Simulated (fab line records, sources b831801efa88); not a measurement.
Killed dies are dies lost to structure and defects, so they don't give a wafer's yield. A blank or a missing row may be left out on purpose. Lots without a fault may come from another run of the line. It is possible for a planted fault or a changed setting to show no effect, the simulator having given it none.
Which tool was responsible? :: flow gf180mcu :: 24 lots, 72 wafers sampled, at 5 steps of a route of 602

## WHAT THE GAUGES SHOWED, per wafer
GF_TOP_METAL_RS_MEAS_05: the measuring method here is four-point-probe.
lot: L074
measured: day 27 06:28
on: film metro-03
TOP_METAL_ALCU_RS (ohm/sq): 0.0317 0.0318 0.0320

lot: L075
measured: day 27 21:34
on: film metro-04
TOP_METAL_ALCU_RS (ohm/sq): 0.0330 0.0327 0.0328

lot: L076
measured: day 28 00:38
on: film metro-02
TOP_METAL_ALCU_RS (ohm/sq): 0.0329 0.0331 0.0326

lot: L078
measured: day 28 14:09
on: film metro-03
TOP_METAL_ALCU_RS (ohm/sq): 0.0328 0.0331 0.0331

lot: L077
measured: day 28 16:46
on: film metro-02
TOP_METAL_ALCU_RS (ohm/sq): 0.0332 0.0333 0.0332

lot: L079
measured: day 28 23:01
on: film metro-03
TOP_METAL_ALCU_RS (ohm/sq): 0.0331 0.0328 0.0328

lot: L080
measured: day 29 09:47
on: film metro-04
TOP_METAL_ALCU_RS (ohm/sq): 0.0328 0.0327 0.0327

lot: L081
measured: day 29 19:31
on: film metro-02
TOP_METAL_ALCU_RS (ohm/sq): 0.0333 0.0328 0.0330

lot: L083
measured: day 30 01:46
on: film metro-04
TOP_METAL_ALCU_RS (ohm/sq): 0.0332 0.0335 0.0332

lot: L082
measured: day 30 03:20
on: film metro-02
TOP_METAL_ALCU_RS (ohm/sq): 0.0327 0.0325 0.0326

lot: L084
measured: day 30 12:14
on: film metro-02
TOP_METAL_ALCU_RS (ohm/sq): 0.0328 0.0331 0.0327

lot: L085
measured: day 30 17:30
on: film metro-02
TOP_METAL_ALCU_RS (ohm/sq): 0.0336 0.0338 0.0335

lot: L086
measured: day 30 21:35
on: film metro-02
TOP_METAL_ALCU_RS (ohm/sq): 0.0323 0.0320 0.0326

lot: L087
measured: day 31 02:59
on: film metro-02
TOP_METAL_ALCU_RS (ohm/sq): 0.0318 0.0333 0.0323

lot: L088
measured: day 31 09:48
on: film metro-02
TOP_METAL_ALCU_RS (ohm/sq): 0.0327 0.0336 0.0335

lot: L089
measured: day 31 13:54
on: film metro-02
TOP_METAL_ALCU_RS (ohm/sq): 0.0331 0.0329 0.0332

lot: L090
measured: day 31 18:20
on: film metro-03
TOP_METAL_ALCU_RS (ohm/sq): 0.0338 0.0331 0.0330

lot: L091
measured: day 32 00:10
on: film metro-02
TOP_METAL_ALCU_RS (ohm/sq): 0.0325 0.0332 0.0318

lot: L092
measured: day 32 11:13
on: film metro-04
TOP_METAL_ALCU_RS (ohm/sq): 0.0320 0.0324 0.0323

lot: L093
measured: day 32 12:04
on: film metro-02
TOP_METAL_ALCU_RS (ohm/sq): 0.0330 0.0329 0.0333

lot: L094
measured: day 32 20:23
on: film metro-02
TOP_METAL_ALCU_RS (ohm/sq): 0.0329 0.0326 0.0327

lot: L095
measured: day 33 01:24
on: film metro-03
TOP_METAL_ALCU_RS (ohm/sq): 0.0328 0.0332 0.0330

lot: L096
measured: day 33 06:04
on: film metro-04
TOP_METAL_ALCU_RS (ohm/sq): 0.0331 0.0334 0.0330

lot: L097
measured: day 33 15:13
on: film metro-04
TOP_METAL_ALCU_RS (ohm/sq): 0.0327 0.0329 0.0325

## TOOL THAT RAN EACH LOT (tool first, then ch and the chambers of the sampled wafers, then the start)
lot: L074
GF_M2_STRIP_17: plasma asher-03 ch 0,1, day 19 06:56
GF_V2_CVD_02: pecvd-01 ch 0,2, day 19 07:37
GF_V2_ETCH_17: rie diel-03 ch 0,3, day 24 09:27 or earlier
GF_V4_STRIP_18: plasma asher-03 ch 1, day 24 09:27

lot: L075
GF_M2_STRIP_17: plasma asher-01 ch 0,1, day 20 00:31
GF_V2_CVD_02: pecvd-03 ch 0,1, day 20 01:09
GF_V2_ETCH_17: rie diel-03 ch 1,3, day 25 02:12 or earlier
GF_V4_STRIP_18: plasma asher-01 ch 0,1, day 25 02:12

lot: L076
GF_M2_STRIP_17: plasma asher-01 ch 0, day 20 01:59
GF_V2_CVD_02: pecvd-02 ch 0,1, day 20 02:39
GF_V2_ETCH_17: rie diel-02 ch 0,2, day 25 03:57 or earlier
GF_V4_STRIP_18: plasma asher-02 ch 0,1, day 25 03:57

lot: L078
GF_M2_STRIP_17: plasma asher-01 ch 0,1, day 20 20:29
GF_V2_CVD_02: pecvd-01 ch 0,1, day 20 21:10
GF_V2_ETCH_17: rie diel-03 ch 0,1,2, day 25 19:45 or earlier
GF_V4_STRIP_18: plasma asher-03 ch 0,1, day 25 19:45

lot: L077
GF_M2_STRIP_17: plasma asher-04 ch 0,1, day 20 23:20
GF_V2_CVD_02: pecvd-01 ch 0,2, day 21 00:02
GF_V2_ETCH_17: rie diel-03 ch 2,3, day 25 23:09 or earlier
GF_V4_STRIP_18: plasma asher-03 ch 0, day 25 23:09

lot: L079
GF_M2_STRIP_17: plasma asher-04 ch 1, day 21 07:26
GF_V2_CVD_02: pecvd-02 ch 0,1, day 21 08:06
GF_V2_ETCH_17: rie diel-04 ch 0,1,2, day 26 04:48 or earlier
GF_V4_STRIP_18: plasma asher-03 ch 0,1, day 26 04:48

lot: L080
GF_M2_STRIP_17: plasma asher-01 ch 0,1, day 21 19:59
GF_V2_CVD_02: pecvd-02 ch 0,1,2, day 21 20:40
GF_V2_ETCH_17: rie diel-03 ch 1,2, day 26 17:18 or earlier
GF_V4_STRIP_18: plasma asher-01 ch 0,1, day 26 17:18

lot: L081
GF_M2_STRIP_17: plasma asher-04 ch 0,1, day 22 06:29
GF_V2_CVD_02: pecvd-03 ch 0,1, day 22 07:13
GF_V2_ETCH_17: rie diel-04 ch 0,1,2, day 27 03:21 or earlier
GF_V4_STRIP_18: plasma asher-01 ch 0,1, day 27 03:21

lot: L083
GF_M2_STRIP_17: plasma asher-03 ch 0,1, day 22 15:02
GF_V2_CVD_02: pecvd-03 ch 0,1,2, day 22 15:47
GF_V2_ETCH_17: rie diel-04 ch 0,2,3, day 27 10:42 or earlier
GF_V4_STRIP_18: plasma asher-01 ch 0,1, day 27 10:42

lot: L082
GF_M2_STRIP_17: plasma asher-01 ch 0, day 22 18:56
GF_V2_CVD_02: pecvd-02 ch 0,1,2, day 22 19:37
GF_V2_ETCH_17: rie diel-02 ch 0,1, day 27 13:09 or earlier
GF_V4_STRIP_18: plasma asher-01 ch 0,1, day 27 13:09

lot: L084
GF_M2_STRIP_17: plasma asher-04 ch 0,1, day 23 04:02
GF_V2_CVD_02: pecvd-01 ch 1,2, day 23 04:42
GF_V2_ETCH_17: rie diel-03 ch 1,2,3, day 27 21:42 or earlier
GF_V4_STRIP_18: plasma asher-01 ch 0,1, day 27 21:42

lot: L085
GF_M2_STRIP_17: plasma asher-03 ch 0,1, day 23 10:36
GF_V2_CVD_02: pecvd-02 ch 0,1,2, day 23 11:20
GF_V2_ETCH_17: rie diel-02 ch 1,3, day 28 03:54 or earlier
GF_V4_STRIP_18: plasma asher-03 ch 0,1, day 28 03:54

lot: L086
GF_M2_STRIP_17: plasma asher-04 ch 0,1, day 23 12:59
GF_V2_CVD_02: pecvd-01 ch 0,1, day 23 13:41
GF_V2_ETCH_17: rie diel-04 ch 0,1,2, day 28 07:18 or earlier
GF_V4_STRIP_18: plasma asher-02 ch 0,1, day 28 07:18

lot: L087
GF_M2_STRIP_17: plasma asher-03 ch 0,1, day 23 22:39
GF_V2_CVD_02: pecvd-03 ch 0,1,2, day 23 23:19
GF_V2_ETCH_17: rie diel-04 ch 0,2,3, day 28 14:39 or earlier
GF_V4_STRIP_18: plasma asher-03 ch 0,1, day 28 14:39

lot: L088
GF_M2_STRIP_17: plasma asher-03 ch 0,1, day 24 04:11
GF_V2_CVD_02: pecvd-01 ch 1,2, day 24 04:52
GF_V2_ETCH_17: rie diel-04 ch 0,1,2, day 28 20:03 or earlier
GF_V4_STRIP_18: plasma asher-02 ch 0,1, day 28 20:03

lot: L089
GF_M2_STRIP_17: plasma asher-01 ch 0,1, day 24 10:49
GF_V2_CVD_02: pecvd-01 ch 0,1,2, day 24 11:29
GF_V2_ETCH_17: rie diel-03 ch 0,2,3, day 29 01:21 or earlier
GF_V4_STRIP_18: plasma asher-03 ch 0,1, day 29 01:21

lot: L090
GF_M2_STRIP_17: plasma asher-01 ch 0,1, day 24 15:26
GF_V2_CVD_02: pecvd-03 ch 0,2, day 24 16:06
GF_V2_ETCH_17: rie diel-02 ch 0,2, day 29 05:42 or earlier
GF_V4_STRIP_18: plasma asher-02 ch 1, day 29 05:42

lot: L091
GF_M2_STRIP_17: plasma asher-04 ch 1, day 24 22:39
GF_V2_CVD_02: pecvd-03 ch 0,2, day 24 23:19
GF_V2_ETCH_17: rie diel-02 ch 0,1,3, day 29 12:21 or earlier
GF_V4_STRIP_18: plasma asher-02 ch 1, day 29 12:21

lot: L092
GF_M2_STRIP_17: plasma asher-03 ch 0,1, day 25 11:50
GF_V2_CVD_02: pecvd-02 ch 0,1, day 25 12:28
GF_V2_ETCH_17: rie diel-02 ch 0,1,3, day 30 00:23 or earlier
GF_V4_STRIP_18: plasma asher-02 ch 0,1, day 30 00:23

lot: L093
GF_M2_STRIP_17: plasma asher-01 ch 0,1, day 25 15:04
GF_V2_CVD_02: pecvd-01 ch 0,1, day 25 15:44
GF_V2_ETCH_17: rie diel-02 ch 2,3, day 30 01:08 or earlier
GF_V4_STRIP_18: plasma asher-01 ch 0,1, day 30 01:08

lot: L094
GF_M2_STRIP_17: plasma asher-01 ch 0,1, day 25 23:56
GF_V2_CVD_02: pecvd-01 ch 0,1,2, day 26 00:36
GF_V2_ETCH_17: rie diel-04 ch 1,2,3, day 30 10:03 or earlier
GF_V4_STRIP_18: plasma asher-02 ch 0,1, day 30 10:03

lot: L095
GF_M2_STRIP_17: plasma asher-03 ch 0,1, day 26 07:15
GF_V2_CVD_02: pecvd-02 ch 0,2, day 26 07:55
GF_V2_ETCH_17: rie diel-04 ch 1,2,3, day 30 17:02 or earlier
GF_V4_STRIP_18: plasma asher-02 ch 0,1, day 30 17:02

lot: L096
GF_M2_STRIP_17: plasma asher-01 ch 0,1, day 26 13:26
GF_V2_CVD_02: pecvd-02 ch 0,1,2, day 26 14:06
GF_V2_ETCH_17: rie diel-03 ch 1,2,3, day 30 22:39 or earlier
GF_V4_STRIP_18: plasma asher-02 ch 0,1, day 30 22:39

lot: L097
GF_M2_STRIP_17: plasma asher-04 ch 0,1, day 27 01:58
GF_V2_CVD_02: pecvd-02 ch 0,1, day 27 02:44
GF_V2_ETCH_17: rie diel-03 ch 0,1,3, day 31 09:24 or earlier
GF_V4_STRIP_18: plasma asher-02 ch 0,1, day 31 09:24
- GF_M2_STRIP_17: strips in O2/N2.
- GF_V2_CVD_02: deposits SiO2 from TEOS, target thk 850 nm, time 94.851 s.
- GF_V2_ETCH_17: etches SiO2 in C4F8/O2/Ar, stops on TiN, target depth 630 nm.
- GF_V4_STRIP_18: strips in O2/N2.

## AS READ BY THE TOOLS THEMSELVES (means over the sampled wafers that have a number; for cases with no such wafer, the mark the record gives instead)
GF_M2_STRIP_17.
lot: L074
tool: plasma asher-03
drypump motor current A (A): 5.2
heater power w (W): 364
oes product au (a.u.): 0.558
strip time to endpoint s (s): 7.87

lot: L075
tool: plasma asher-01
drypump motor current A (A): 6.0
heater power w (W): 316
oes product au (a.u.): 0.563
strip time to endpoint s (s): 7.89

lot: L076
tool: plasma asher-01
drypump motor current A (A): 5.9
heater power w (W): 333
oes product au (a.u.): 0.559
strip time to endpoint s (s): 7.87

lot: L078
tool: plasma asher-01
drypump motor current A (A): 6.0
heater power w (W): 308
oes product au (a.u.): 0.561
strip time to endpoint s (s): 7.94

lot: L077
tool: plasma asher-04
drypump motor current A (A): 5.3
heater power w (W): 370
oes product au (a.u.): 0.562
strip time to endpoint s (s): 7.94

lot: L079
tool: plasma asher-04
drypump motor current A (A): 4.9
heater power w (W): 326
oes product au (a.u.): 0.556
strip time to endpoint s (s): 7.84

lot: L080
tool: plasma asher-01
drypump motor current A (A): 6.0
heater power w (W): 304
oes product au (a.u.): 0.551
strip time to endpoint s (s): 7.77

lot: L081
tool: plasma asher-04
drypump motor current A (A): 5.3
heater power w (W): 369
oes product au (a.u.): 0.563
strip time to endpoint s (s): 7.93

lot: L083
tool: plasma asher-03
drypump motor current A (A): 5.1
heater power w (W): 395
oes product au (a.u.): 0.557
strip time to endpoint s (s): 7.87

lot: L082
tool: plasma asher-01
drypump motor current A (A): 5.9
heater power w (W): 333
oes product au (a.u.): 0.561
strip time to endpoint s (s): 7.91

lot: L084
tool: plasma asher-04
drypump motor current A (A): 5.3
heater power w (W): 374
oes product au (a.u.): 0.560
strip time to endpoint s (s): 7.87

lot: L085
tool: plasma asher-03
drypump motor current A (A): 5.1
heater power w (W): 403
oes product au (a.u.): 0.553
strip time to endpoint s (s): 7.83

lot: L086
tool: plasma asher-04
drypump motor current A (A): 5.3
heater power w (W): 370
oes product au (a.u.): 0.561
strip time to endpoint s (s): 7.95

lot: L087
tool: plasma asher-03
drypump motor current A (A): 5.2
heater power w (W): 398
oes product au (a.u.): 0.558
strip time to endpoint s (s): 7.91

lot: L088
tool: plasma asher-03
drypump motor current A (A): 5.2
heater power w (W): 359
oes product au (a.u.): 0.557
strip time to endpoint s (s): 7.83

lot: L089
tool: plasma asher-01
drypump motor current A (A): 6.0
heater power w (W): 320
oes product au (a.u.): 0.557
strip time to endpoint s (s): 7.85

lot: L090
tool: plasma asher-01
drypump motor current A (A): 6.0
heater power w (W): 322
oes product au (a.u.): 0.562
strip time to endpoint s (s): 7.93

lot: L091
tool: plasma asher-04
drypump motor current A (A): 4.9
heater power w (W): 326
oes product au (a.u.): 0.562
strip time to endpoint s (s): 7.95

lot: L092
tool: plasma asher-03
drypump motor current A (A): 5.1
heater power w (W): 401
oes product au (a.u.): 0.553
strip time to endpoint s (s): 7.81

lot: L093
tool: plasma asher-01
drypump motor current A (A): 6.0
heater power w (W): 321
oes product au (a.u.): 0.556
strip time to endpoint s (s): 7.87

lot: L094
tool: plasma asher-01
drypump motor current A (A): 6.0
heater power w (W): 308
oes product au (a.u.): 0.554
strip time to endpoint s (s): 7.91

lot: L095
tool: plasma asher-03
drypump motor current A (A): 5.1
heater power w (W): 394
oes product au (a.u.): 0.560
strip time to endpoint s (s): 7.82

lot: L096
tool: plasma asher-01
drypump motor current A (A): 6.0
heater power w (W): 321
oes product au (a.u.): 0.560
strip time to endpoint s (s): 7.88

lot: L097
tool: plasma asher-04
drypump motor current A (A): 5.1
heater power w (W): 355
oes product au (a.u.): 0.550
strip time to endpoint s (s): 7.81

GF_V2_CVD_02.
lot: L074
tool: pecvd-01
heater power w (W): 704

lot: L075
tool: pecvd-03
heater power w (W): 614

lot: L076
tool: pecvd-02
heater power w (W): 738

lot: L078
tool: pecvd-01
heater power w (W): 624

lot: L077
tool: pecvd-01
heater power w (W): 667

lot: L079
tool: pecvd-02
heater power w (W): 696

lot: L080
tool: pecvd-02
heater power w (W): 658

lot: L081
tool: pecvd-03
heater power w (W): 623

lot: L083
tool: pecvd-03
heater power w (W): 615

lot: L082
tool: pecvd-02
heater power w (W): 651

lot: L084
tool: pecvd-01
heater power w (W): 655

lot: L085
tool: pecvd-02
heater power w (W): 693

lot: L086
tool: pecvd-01
heater power w (W): 611

lot: L087
tool: pecvd-03
heater power w (W): 566

lot: L088
tool: pecvd-01
heater power w (W): 664

lot: L089
tool: pecvd-01
heater power w (W): 624

lot: L090
tool: pecvd-03
heater power w (W): 554

lot: L091
tool: pecvd-03
heater power w (W): 526

lot: L092
tool: pecvd-02
heater power w (W): 743

lot: L093
tool: pecvd-01
heater power w (W): 671

lot: L094
tool: pecvd-01
heater power w (W): 584

lot: L095
tool: pecvd-02
heater power w (W): 667

lot: L096
tool: pecvd-02
heater power w (W): 635

lot: L097
tool: pecvd-02
heater power w (W): 672

GF_V2_ETCH_17.
lot: L074
tool: rie diel-03
oes product au (a.u.): 0.860

lot: L075
tool: rie diel-03
oes product au (a.u.): 0.853

lot: L076
tool: rie diel-02
oes product au (a.u.): 0.854

lot: L078
tool: rie diel-03
oes product au (a.u.): 0.856

lot: L077
tool: rie diel-03
oes product au (a.u.): 0.851

lot: L079
tool: rie diel-04
oes product au (a.u.): 0.855

lot: L080
tool: rie diel-03
oes product au (a.u.): 0.851

lot: L081
tool: rie diel-04
oes product au (a.u.): 0.856

lot: L083
tool: rie diel-04
oes product au (a.u.): 0.860

lot: L082
tool: rie diel-02
oes product au (a.u.): 0.857

lot: L084
tool: rie diel-03
oes product au (a.u.): 0.854

lot: L085
tool: rie diel-02
oes product au (a.u.): 0.847

lot: L086
tool: rie diel-04
oes product au (a.u.): 0.854

lot: L087
tool: rie diel-04
oes product au (a.u.): 0.852

lot: L088
tool: rie diel-04
oes product au (a.u.): 0.852

lot: L089
tool: rie diel-03
oes product au (a.u.): 0.855

lot: L090
tool: rie diel-02
oes product au (a.u.): 0.851

lot: L091
tool: rie diel-02
oes product au (a.u.): 0.858

lot: L092
tool: rie diel-02
oes product au (a.u.): 0.853

lot: L093
tool: rie diel-02
oes product au (a.u.): 0.855

lot: L094
tool: rie diel-04
oes product au (a.u.): 0.852

lot: L095
tool: rie diel-04
oes product au (a.u.): 0.857

lot: L096
tool: rie diel-03
oes product au (a.u.): 0.857

lot: L097
tool: rie diel-03
oes product au (a.u.): 0.855

GF_V4_STRIP_18.
lot: L074
tool: plasma asher-03
drypump motor current A (A): 5.4
heater power w (W): 330
oes product au (a.u.): 0.592

lot: L075
tool: plasma asher-01
drypump motor current A (A): 6.0
heater power w (W): 308
oes product au (a.u.): 0.597

lot: L076
tool: plasma asher-02
drypump motor current A (A): 5.8
heater power w (W): 323
oes product au (a.u.): 0.594

lot: L078
tool: plasma asher-03
drypump motor current A (A): 5.3
heater power w (W): 360
oes product au (a.u.): 0.588

lot: L077
tool: plasma asher-03
drypump motor current A (A): 5.0
heater power w (W): 440
oes product au (a.u.): 0.592

lot: L079
tool: plasma asher-03
drypump motor current A (A): 5.1
heater power w (W): 402
oes product au (a.u.): 0.595

lot: L080
tool: plasma asher-01
drypump motor current A (A): 6.0
heater power w (W): 303
oes product au (a.u.): 0.591

lot: L081
tool: plasma asher-01
drypump motor current A (A): 6.0
heater power w (W): 320
oes product au (a.u.): 0.593

lot: L083
tool: plasma asher-01
drypump motor current A (A): 6.0
heater power w (W): 321
oes product au (a.u.): 0.596

lot: L082
tool: plasma asher-01
drypump motor current A (A): 6.0
heater power w (W): 320
oes product au (a.u.): 0.593

lot: L084
tool: plasma asher-01
drypump motor current A (A): 6.0
heater power w (W): 306
oes product au (a.u.): 0.595

lot: L085
tool: plasma asher-03
drypump motor current A (A): 5.2
heater power w (W): 401
oes product au (a.u.): 0.593

lot: L086
tool: plasma asher-02
drypump motor current A (A): 5.7
heater power w (W): 303
oes product au (a.u.): 0.595

lot: L087
tool: plasma asher-03
drypump motor current A (A): 5.1
heater power w (W): 394
oes product au (a.u.): 0.590

lot: L088
tool: plasma asher-02
drypump motor current A (A): 5.7
heater power w (W): 321
oes product au (a.u.): 0.593

lot: L089
tool: plasma asher-03
drypump motor current A (A): 5.1
heater power w (W): 401
oes product au (a.u.): 0.594

lot: L090
tool: plasma asher-02
drypump motor current A (A): 5.8
heater power w (W): 342
oes product au (a.u.): 0.596

lot: L091
tool: plasma asher-02
drypump motor current A (A): 5.8
heater power w (W): 343
oes product au (a.u.): 0.589

lot: L092
tool: plasma asher-02
drypump motor current A (A): 5.7
heater power w (W): 302
oes product au (a.u.): 0.596

lot: L093
tool: plasma asher-01
drypump motor current A (A): 6.0
heater power w (W): 319
oes product au (a.u.): 0.597

lot: L094
tool: plasma asher-02
drypump motor current A (A): 5.7
heater power w (W): 302
oes product au (a.u.): 0.591

lot: L095
tool: plasma asher-02
drypump motor current A (A): 5.8
heater power w (W): 321
oes product au (a.u.): 0.593

lot: L096
tool: plasma asher-02
drypump motor current A (A): 5.7
heater power w (W): 304
oes product au (a.u.): 0.590

lot: L097
tool: plasma asher-02
drypump motor current A (A): 5.8
heater power w (W): 322
oes product au (a.u.): 0.591

## THE ANSWER, worked out from the rows above alone
Rule: the lots themselves supply what counts as usual. The widest of any qualifying gaps counts: lots, ordered by their means at a reading, are off when they make up no more than a third of the lots, leave a main group of 4 or more, and stand apart from it by 3 or more times the standard deviation of that group's means. Not used: any main group whose means are identical at the precision the tables above print for the reading. A lot without any number at a reading at which 4 lots or more have one is off too. The other lots that the step has rows for count as sound. First the gauges in route order, then the tools' own readings, where a lot's mean is used as printed above. At the first step where some lot is off, the reading lying furthest off is the one used; lots without a number count as furthest.
None of the lots is off at any reading shown; this tells nothing.

## WHAT THE SIMULATOR HAD PUT IN
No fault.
